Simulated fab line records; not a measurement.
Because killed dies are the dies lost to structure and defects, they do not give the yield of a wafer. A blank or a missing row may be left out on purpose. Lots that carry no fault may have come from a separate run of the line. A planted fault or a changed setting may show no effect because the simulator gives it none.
fab line records	flow sky130
[record] lots = 11	wafers = 33	last_day = 50
route steps=708 shown POLY_CUT@315 RES_XHIGH@340 SD_N@350 LI_CONTACT@364 PAD_OPEN@708
lots that met no fault: from a run of the same line without faults
start_h: hours from the record's first day to the start of the lot's first wafer shown	wait_h: how many hours have passed since the lot's step before this one	" the same as in the row above	L1.1+2: a row that stands for several wafers	- value missing, or start not given	* or withheld: withheld	< > ~ a bound
route shown NAME@n: NAME is a module with steps in the file, n the number in the route of the first one	usual: mean/standard deviation of fault-free wafers	same: alike in all rows	chamber/n: place in a boat	sites: each site's reading	_std_site: standard deviation of those values	_edge_site: the outer-site mean with the inner-site mean subtracted	radius_mm: how far each site lies from the wafer's centre	mask NAME#n: copy n	behind: the most recent tool/chamber to have shaped the wafer	hold: cause of the lot's hold/its duration in hours/its outcome	device: transistor that didn't switch, given as n, p or np	end of line: the route-end tests of the same wafers	step lacking rows: just its recipe	killed: dies lost to structure and defects at the first sort, not the wafer's yield	map: dies across one wafer; x = killed, . = not, _ = none there
set.NAME: the run value of the setting; set.NAME@STEP: its run value at that earlier step	model.NAME: the simulator's own value behind a step, which no gauge read
route steps across a sampled set of lots; one table per step, one row per wafer
services: a tool's chamber out of use, with start hour (start_h, from the record's first day; less than 0 if before it), hours out, and reason
[[steps]]
[step SKY_POLY_CUT_CD_MEAS_08]
[recipe] target_cd_nm = 270
[usual] cd_nm = 270.2/1.3
lot.wafer	tool	chamber	start_h	wait_h	cd_nm
L668.1	cd_sem-02	-	547.29	-	267.6
L668.4	"	-	"	"	268.4
L668.6	"	-	"	"	270.3
L674.1	cd_sem-02	-	609.21	-	267.9
L674.2	"	-	"	"	270.1
L674.4	"	-	"	"	269.0
L675.3	cd_sem-01	-	615.93	-	268.8
L675.4	"	-	"	"	269.8
L675.5	"	-	"	"	269.9
L676.1	cd_sem-01	-	619.17	-	270.6
L676.2	"	-	"	"	270.4
L676.4	"	-	"	"	270.4
L677.3	cd_sem-02	-	641.38	-	271.1
L677.5	"	-	"	"	271.0
L677.6	"	-	"	"	271.5
L678.2	cd_sem-02	-	643.33	-	270.8
L678.3	"	-	"	"	269.5
L678.6	"	-	"	"	272.0
L685.1	cd_sem-02	-	733.71	-	272.0
L685.3	"	-	"	"	273.2
L685.6	"	-	"	"	272.4
L687.1	cd_sem-01	-	734.29	-	269.8
L687.4	"	-	"	"	271.2
L687.6	"	-	"	"	270.6
L686.1	cd_sem-01	-	734.58	-	269.6
L686.4	"	-	"	"	269.7
L686.6	"	-	"	"	270.1
L688.2	cd_sem-01	-	737.76	-	270.2
L688.5	"	-	"	"	270.3
L688.6	"	-	"	"	269.9
L691.1	cd_sem-02	-	739.96	-	267.6
L691.3	"	-	"	"	268.0
L691.6	"	-	"	"	267.4
[step SKY_RES_XHIGH_STRIP_08]
[recipe] chemistry = O2/N2	power_w = 1400	pressure_mtorr = 1500	platen_temp_c = withheld	o2_flow_sccm = 3000	n2_flow_sccm = 300	overash_fraction = 0.5
[usual] drypump_motor_current_A = 5.5/0.35	oes_product_au = 0.710/0.0039	strip_time_to_endpoint_s = 14.29/0.041
[same] overash_fraction = 0.5
lot.wafer	tool	chamber	start_h	wait_h	drypump_motor_current_A	oes_product_au	rf_hours_counter_h	strip_time_to_endpoint_s
L668.1	plasma_asher-01	0	605.81	0.1	5.6	0.713	92	14.24
L668.4	"	0	"	"	5.6	0.704	-	14.29
L668.6	"	0	"	"	5.6	0.707	-	14.33
L674.1	plasma_asher-01	0	666.67	0.1	5.6	0.702	96	14.32
L674.2	"	1	"	"	4.8	0.702	96	14.31
L674.4	"	0	"	"	5.6	0.708	-	14.30
L675.3	plasma_asher-04	0	673.02	0.2	5.5	0.712	-	14.26
L675.4	"	1	"	"	5.3	0.710	-	14.25
L675.5	"	0	"	"	5.6	0.706	-	14.27
L676.1	plasma_asher-04	1	675.71	0.1	5.3	0.705	26	14.35
L676.2	"	0	"	"	5.5	0.706	26	14.37
L676.4	"	1	"	"	5.3	0.711	-	14.32
L677.3	plasma_asher-03	1	696.72	0.1	5.7	0.716	-	14.24
L677.5	"	0	"	"	5.8	0.716	-	14.26
L677.6	"	1	"	"	5.7	0.714	-	14.27
L678.2	plasma_asher-03	0	699.86	0.1	5.8	0.707	85	14.30
L678.3	"	1	"	"	5.8	0.710	-	14.33
L678.6	"	0	"	"	5.8	0.713	-	14.32
L685.1	plasma_asher-04	1	789.38	0.1	5.3	0.709	37	14.27
L685.3	"	0	"	"	5.5	0.715	-	14.32
L685.6	"	1	"	"	5.3	0.708	-	14.30
L687.1	plasma_asher-01	0	789.81	0.1	5.6	0.713	4	14.21
L687.4	"	0	"	"	5.6	0.710	-	14.23
L687.6	"	0	"	"	5.6	0.716	-	14.18
L686.1	plasma_asher-04	0	789.82	0.1	5.5	0.710	37	14.28
L686.4	"	0	"	"	5.5	0.715	-	14.29
L686.6	"	1	"	"	5.3	0.712	-	14.30
L688.2	plasma_asher-01	1	792.28	0.1	4.8	0.710	4	14.31
L688.5	"	1	"	"	4.9	0.706	-	14.29
L688.6	"	0	"	"	5.6	0.712	-	14.34
L691.1	plasma_asher-01	1	793.32	0.1	4.9	0.708	4	14.36
L691.3	"	0	"	"	5.6	0.709	-	14.34
L691.6	"	1	"	"	4.9	0.714	-	14.33
[step SKY_SD_N_OVL_MEAS_08]
[usual] SD_N_OVL = 0.6/1.3
lot.wafer	tool	chamber	start_h	wait_h	SD_N_OVL[nm]
L668.1	overlay-01	-	634.68	0.1	-1.2
L668.4	"	-	"	"	0.0
L668.6	"	-	"	"	-0.6
L674.1	overlay-02	-	694.48	0.1	2.6
L674.2	"	-	"	"	0.7
L674.4	"	-	"	"	1.9
L675.3	overlay-01	-	700.52	0.1	1.6
L675.4	"	-	"	"	1.8
L675.5	"	-	"	"	1.9
L676.1	overlay-01	-	702.31	0.1	1.8
L676.2	"	-	"	"	0.5
L676.4	"	-	"	"	0.8
L677.3	overlay-01	-	723.64	0.1	-0.4
L677.5	"	-	"	"	0.4
L677.6	"	-	"	"	0.3
L678.2	overlay-02	-	726.52	0.1	0.2
L678.3	"	-	"	"	-1.7
L678.6	"	-	"	"	-1.5
L685.1	overlay-02	-	816.08	0.1	0.5
L685.3	"	-	"	"	1.3
L685.6	"	-	"	"	0.4
L687.1	overlay-01	-	816.68	0.1	-0.6
L687.4	"	-	"	"	0.3
L687.6	"	-	"	"	-1.2
L686.1	overlay-02	-	816.80	0.1	-1.7
L686.4	"	-	"	"	-1.9
L686.6	"	-	"	"	-0.4
L688.2	overlay-01	-	818.66	0.1	1.4
L688.5	"	-	"	"	0.4
L688.6	"	-	"	"	2.4
L691.1	overlay-02	-	820.35	0.1	0.5
L691.3	"	-	"	"	1.6
L691.6	"	-	"	"	1.7
[step SKY_LI_CONTACT_CMP_02]
[recipe] material = PSG	down_force_psi = 4	platen_rpm = 60	pad_velocity_m_s = 0.94248
[usual] edge_zone_pressure_frac = 1.000/0.005	head_pressure_psi = 3.999/0.0088	motor_current_A = 12.6/0.92	time_to_endpoint_s = 32.5/3
lot.wafer	tool	chamber	start_h	wait_h	edge_zone_pressure_frac	head_pressure_psi	motor_current_A	time_to_endpoint_s
L668.4	cmp-02	1	635.99	0.1	1.007	3.993	12.1	39.0
L668.1	"	3	"	"	1.002	3.996	13.2	31.8
L668.6	"	0	"	"	1.002	3.991	12.4	33.8
L674.2	cmp-02	3	695.75	0.0	1.004	4.001	13.5	32.9
L674.1	"	0	"	"	0.998	3.999	12.3	29.5
L674.4	"	1	"	"	0.995	4.005	12.7	35.4
L675.4	cmp-02	1	701.86	0.1	-	-	-	-
L675.3	"	2	"	"	-	-	-	-
L675.5	"	0	"	"	-	-	-	-
L676.2	cmp-02	2	703.58	0.0	-	-	-	-
L676.1	"	0	"	"	-	-	-	-
L676.4	"	1	"	"	-	-	-	-
L677.3	cmp-01	2	725.09	0.2	-	-	-	-
L677.6	"	3	"	"	-	-	-	-
L677.5	"	0	"	"	-	-	-	-
L678.2	cmp-02	0	727.82	0.1	1.001	3.995	11.8	29.8
L678.3	"	2	"	"	1.004	4.002	14.3	33.6
L678.6	"	3	"	"	0.994	4.005	13.2	33.7
L685.3	cmp-02	2	817.42	0.1	0.999	3.995	14.4	28.4
L685.1	"	0	"	"	1.002	4.002	12.7	28.9
L685.6	"	2	"	"	0.992	3.993	13.2	29.6
L686.4	cmp-02	2	818.12	0.1	1.000	4.003	14.1	30.0
L686.1	"	3	"	"	1.004	4.000	13.8	26.3
L686.6	"	2	"	"	0.996	3.998	15.2	32.5
L687.4	cmp-01	2	818.13	0.2	0.998	4.008	11.2	34.7
L687.1	"	3	"	"	1.002	3.992	10.8	33.9
L687.6	"	0	"	"	1.005	4.007	12.1	35.1
L688.2	cmp-01	0	819.97	0.0	1.002	4.013	12.9	31.2
L688.6	"	0	"	"	1.001	3.986	13.0	31.1
L688.5	"	1	"	"	0.992	3.998	12.1	28.0
L691.3	cmp-02	0	821.67	0.0	0.999	4.013	12.0	27.9
L691.1	"	3	"	"	0.995	4.002	12.3	29.7
L691.6	"	0	"	"	0.997	4.011	12.0	27.7
[step SKY_LI_CONTACT_BOW_MEAS_03]
[recipe] mode = bow
[usual] LI_CONTACT_BOW = 57/6.7
lot.wafer	tool	chamber	start_h	wait_h	LI_CONTACT_BOW[um]
L668.1	film_metro-04	-	636.24	0.1	64
L668.4	"	-	"	"	57
L668.6	"	-	"	"	48
L674.1	film_metro-04	-	696.05	0.2	60
L674.2	"	-	"	"	54
L674.4	"	-	"	"	60
L675.3	film_metro-04	-	702.10	0.1	73
L675.4	"	-	"	"	74
L675.5	"	-	"	"	76
L676.1	film_metro-04	-	703.88	0.1	86
L676.2	"	-	"	"	66
L676.4	"	-	"	"	78
L677.3	film_metro-04	-	725.28	0.1	85
L677.5	"	-	"	"	67
L677.6	"	-	"	"	80
L678.2	film_metro-03	-	728.09	0.2	44
L678.3	"	-	"	"	59
L678.6	"	-	"	"	41
L685.1	film_metro-04	-	817.76	0.2	63
L685.3	"	-	"	"	58
L685.6	"	-	"	"	54
L687.1	film_metro-03	-	818.33	0.1	68
L687.4	"	-	"	"	50
L687.6	"	-	"	"	65
L686.1	film_metro-02	-	818.37	0.1	59
L686.4	"	-	"	"	55
L686.6	"	-	"	"	56
L688.2	film_metro-02	-	820.29	0.3	64
L688.5	"	-	"	"	65
L688.6	"	-	"	"	62
L691.1	film_metro-02	-	821.97	0.1	63
L691.3	"	-	"	"	62
L691.6	"	-	"	"	57
[step SKY_LI_CONTACT_ETCH_15]
[recipe] target = PSG	chemistry = C4F8/O2/Ar	stop_on = Si	taper_deg = 4.15	mask_material = KrF-thick	source_w = 1500	bias_w = 1200	pressure_mtorr = 40	c4f8_flow_sccm = withheld	O2_flow_sccm = 6	Ar_flow_sccm = 300	time_s = withheld	target_depth_a = 6000
[usual] bias_w = 1200/3.6	oes_product_au = 0.838/0.0049
lot.wafer	tool	chamber	start_h	wait_h	bias_w	oes_product_au
L668.1	rie_diel-01	3	667.87	0.0	1202	0.835
L668.4	"	1	"	"	1200	0.844
L668.6	"	1	"	"	1200	0.841
L674.1	rie_diel-02	1	723.58	0.0	1197	0.835
L674.2	"	2	"	"	1197	0.837
L674.4	"	1	"	"	1196	0.838
L675.3	rie_diel-03	1	729.26	0.0	1199	1.595
L675.4	"	0	"	"	1201	1.598
L675.5	"	3	"	"	1204	1.617
L676.1	rie_diel-03	0	731.31	0.0	1209	1.608
L676.2	"	3	"	"	1201	1.623
L676.4	"	1	"	"	1195	1.601
L677.3	rie_diel-03	3	752.39	0.0	1203	1.637
L677.5	"	0	"	"	1207	1.618
L677.6	"	1	"	"	1207	1.608
L678.2	rie_diel-03	1	755.06	0.0	1199	0.839
L678.3	"	3	"	"	1198	0.832
L678.6	"	1	"	"	1194	0.841
L685.1	rie_diel-01	0	844.72	0.0	1204	0.836
L685.3	"	1	"	"	1201	0.837
L685.6	"	2	"	"	1199	0.835
L687.1	rie_diel-03	0	845.07	0.0	1208	0.842
L687.4	"	3	"	"	1194	0.828
L687.6	"	3	"	"	1203	0.834
L686.1	rie_diel-02	1	845.21	0.0	1197	0.838
L686.4	"	2	"	"	1205	0.838
L686.6	"	2	"	"	1202	0.837
L688.2	rie_diel-01	3	847.26	0.0	1204	0.847
L688.5	"	1	"	"	1206	0.840
L688.6	"	2	"	"	1195	0.830
L691.1	rie_diel-02	0	848.89	0.0	1199	0.843
L691.3	"	2	"	"	1199	0.838
L691.6	"	1	"	"	1204	0.836
[step SKY_PAD_OPEN_PROBE_99]
[usual] killed_at_M0_to_M3 = 43/6.2	killed_at_M4_up = 2.8/1.7	killed_at_contacts = 24/4.8	killed_at_front_end = 15/4.3	killed_at_other = 0.3/0.55	killed_dies = 85/8.4	killed_on_rim = 17/3.8	killed_open = 46/6.7	killed_short = 38/6.2
[same] gross_dies = 492	killed_at_back_side = 0
lot.wafer	tool	chamber	start_h	wait_h	killed_at_M0_to_M3	killed_at_M4_up	killed_at_contacts	killed_at_front_end	killed_at_other	killed_dies	killed_on_rim	killed_open	killed_short
L675.3	prober-02	-	1113.73	0.2	42	0	428	21	1	492	96	38	45
L675.4	prober-02	-	1113.78	0.2	33	2	440	17	0	492	96	35	32
L675.5	prober-02	-	1113.83	0.2	34	2	450	6	0	492	96	38	28
L676.1	prober-01	-	1116.57	0.1	41	3	428	20	0	492	96	49	36
L676.2	prober-01	-	1116.62	0.1	38	3	425	26	0	492	96	55	36
L676.4	prober-01	-	1116.72	0.2	46	3	424	19	0	492	96	61	33
L677.3	prober-02	-	1125.51	0.2	53	0	423	15	1	492	96	62	34
L677.5	prober-02	-	1125.61	0.2	43	1	437	11	0	492	96	45	30
L677.6	prober-02	-	1125.66	0.2	45	2	430	14	1	492	96	46	40
L678.2	prober-01	-	1131.65	0.1	41	4	25	11	1	82	16	36	46
L678.3	prober-01	-	1131.70	0.2	48	1	21	17	0	87	21	50	36
L678.6	prober-01	-	1131.85	0.2	31	2	22	19	0	74	14	41	33
// killed by level:class
L675.3 LI_CONTACT:area_cmp=409 VIA1:geometric_particle:open=9 METAL2:geometric_particle:short=7 VIA3:geometric_particle:open=7 FIELD_ISO:geometric_particle:short=6 METAL1:geometric_particle:short=6 POLY_GATE:geometric_particle:open=4 LI_CONTACT:geometric_particle:short=4
L675.4 LI_CONTACT:area_cmp=425 VIA1:geometric_particle:open=11 FIELD_ISO:geometric_particle:short=5 METAL1:geometric_particle:short=5 FIELD_ISO:geometric_particle:open=4 POLY_GATE:geometric_particle:short=4 VIA2:geometric_particle:open=4 LOCAL_INTERCONNECT:geometric_particle:short=3
L675.5 LI_CONTACT:area_cmp=425 VIA1:geometric_particle:open=11 CONTACT:geometric_particle:short=9 CONTACT:geometric_particle:open=9 METAL1:geometric_particle:short=6 LI_CONTACT:geometric_particle:open=4 METAL2:geometric_particle:short=4 METAL3:geometric_particle:open=3
L676.1 LI_CONTACT:area_cmp=407 VIA1:geometric_particle:open=8 VIA3:geometric_particle:open=7 POLY_GATE:geometric_particle:open=7 LI_CONTACT:geometric_particle:open=7 CONTACT:geometric_particle:short=7 VIA2:geometric_particle:open=7 METAL1:geometric_particle:short=4
L676.2 LI_CONTACT:area_cmp=401 VIA1:geometric_particle:open=8 LI_CONTACT:geometric_particle:open=8 CONTACT:geometric_particle:open=8 FIELD_ISO:geometric_particle:open=7 VIA2:geometric_particle:open=7 POLY_GATE:geometric_particle:short=6 VIA3:geometric_particle:open=6
L676.4 LI_CONTACT:area_cmp=398 CONTACT:geometric_particle:open=13 VIA2:geometric_particle:open=11 VIA1:geometric_particle:open=10 POLY_GATE:geometric_particle:open=8 LI_CONTACT:geometric_particle:open=7 VIA3:geometric_particle:open=6 VIA1:geometric_particle:short=5
L677.3 LI_CONTACT:area_cmp=396 VIA1:geometric_particle:open=15 CONTACT:geometric_particle:open=12 FIELD_ISO:geometric_particle:open=8 LI_CONTACT:geometric_particle:open=8 METAL2:geometric_particle:short=7 VIA3:geometric_particle:open=6 VIA1:geometric_particle:short=6
L677.5 LI_CONTACT:area_cmp=417 VIA1:geometric_particle:open=11 CONTACT:geometric_particle:open=10 CONTACT:geometric_particle:short=5 VIA3:geometric_particle:open=5 POLY_GATE:geometric_particle:short=4 METAL2:geometric_particle:open=4 POLY_GATE:geometric_particle:open=3
L677.6 LI_CONTACT:area_cmp=406 CONTACT:geometric_particle:open=11 VIA2:geometric_particle:open=7 VIA1:geometric_particle:open=6 METAL2:geometric_particle:short=6 VIA3:geometric_particle:open=6 FIELD_ISO:geometric_particle:short=5 CONTACT:geometric_particle:short=5
L678.2 CONTACT:geometric_particle:open=10 VIA1:geometric_particle:open=9 METAL1:geometric_particle:short=7 CONTACT:geometric_particle:short=6 VIA1:geometric_particle:short=6 FIELD_ISO:geometric_particle:open=4 VIA2:geometric_particle:open=4 METAL4:geometric_particle:short=4
L678.3 VIA1:geometric_particle:open=12 CONTACT:geometric_particle:open=9 VIA2:geometric_particle:open=8 METAL1:geometric_particle:short=7 LI_CONTACT:geometric_particle:open=7 VIA3:geometric_particle:open=7 VIA1:geometric_particle:short=5 FIELD_ISO:geometric_particle:open=4
L678.6 CONTACT:geometric_particle:open=8 VIA1:geometric_particle:short=6 VIA2:geometric_particle:open=6 CONTACT:geometric_particle:short=5 POLY_GATE:geometric_particle:open=5 FIELD_ISO:geometric_particle:open=4 FIELD_ISO:geometric_particle:short=4 POLY_GATE:geometric_particle:short=4
[[services]]
tool	chamber	start_h	hours	kind
cmp-02	-	586.19	1.3	repair
rie_diel-01	0	590.28	8.1	repair
rie_diel-01	-	591.30	0.2	repair
rie_diel-03	1	602.27	9.0	repair
plasma_asher-01	-	619.54	17.0	repair
cmp-01	-	636.65	1.0	repair
rie_diel-01	2	636.85	15.3	repair
rie_diel-02	2	659.97	44.2	repair
plasma_asher-01	-	671.62	9.3	pm
rie_diel-01	-	673.71	0.1	repair
rie_diel-01	-	705.92	0.5	repair
cmp-02	-	715.51	4.3	pm
rie_diel-02	3	720.30	4.8	repair
plasma_asher-01	-	733.75	9.0	pm
rie_diel-03	3	736.24	5.7	repair
rie_diel-03	0	736.48	1.4	repair
plasma_asher-01	-	742.75	2.8	pm
cmp-01	-	744.00	4.0	pm
cmp-02	-	746.48	0.5	repair
plasma_asher-01	-	751.47	0.6	repair
cmp-01	-	756.23	6.3	pm
plasma_asher-01	-	807.45	15.6	pm
cmp-02	-	832.09	5.0	repair
plasma_asher-01	-	834.36	1.3	repair
[[key]]
[first_sign] step = SKY_LI_CONTACT_CMP_02	reading = tool_record	direction = missing
[effect] step = SKY_LI_CONTACT_BOW_MEAS_03	reading = LI_CONTACT_BOW	direction = up	sigmas = 2.9	usual = 57	struck = 76
[effect] step = SKY_LI_CONTACT_ETCH_15	reading = oes_product_au	direction = up	sigmas = 99+	usual = 0.838	struck = 1.612
[effect] step = SKY_PAD_OPEN_PROBE_99	reading = killed_at_contacts	direction = up	sigmas = 85	usual = 24	struck = 432
[more_kills_born_at] SKY_LI_CONTACT_CMP_02@cmp-02 = 2449	SKY_LI_CONTACT_CMP_02@cmp-01 = 1211
met_at SKY_LI_CONTACT_CMP_02
struck_lots L675,L676,L677
later_rows_left_out L675.3,L675.4,L675.5,L676.1,L676.2,L676.4,L677.3,L677.5,L677.6
tester_left_out L675,L676,L677
not_acting_at SKY_POLY_CUT_CD_MEAS_08,SKY_RES_XHIGH_STRIP_08,SKY_SD_N_OVL_MEAS_08
onset_between 695.75 701.86
[fault] kind = skipped_step_whole	tool = cmp-01,cmp-02	chamber = -	onset_h = 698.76	steps = SKY_LI_CONTACT_CMP_02	scope = struck_lots_only
// tester_left_out: of these lots the tester's yield and bins aren't shown, on N5 and GAA mostly nor the transistor test; their killed dies are dies lost to structure and defects alone, not to doping, threshold or leakage, so they don't give the yield
// later_rows_left_out: the simulator's readings of these wafers behind a module that went badly wrong aren't trusted and aren't shown, but for the sort
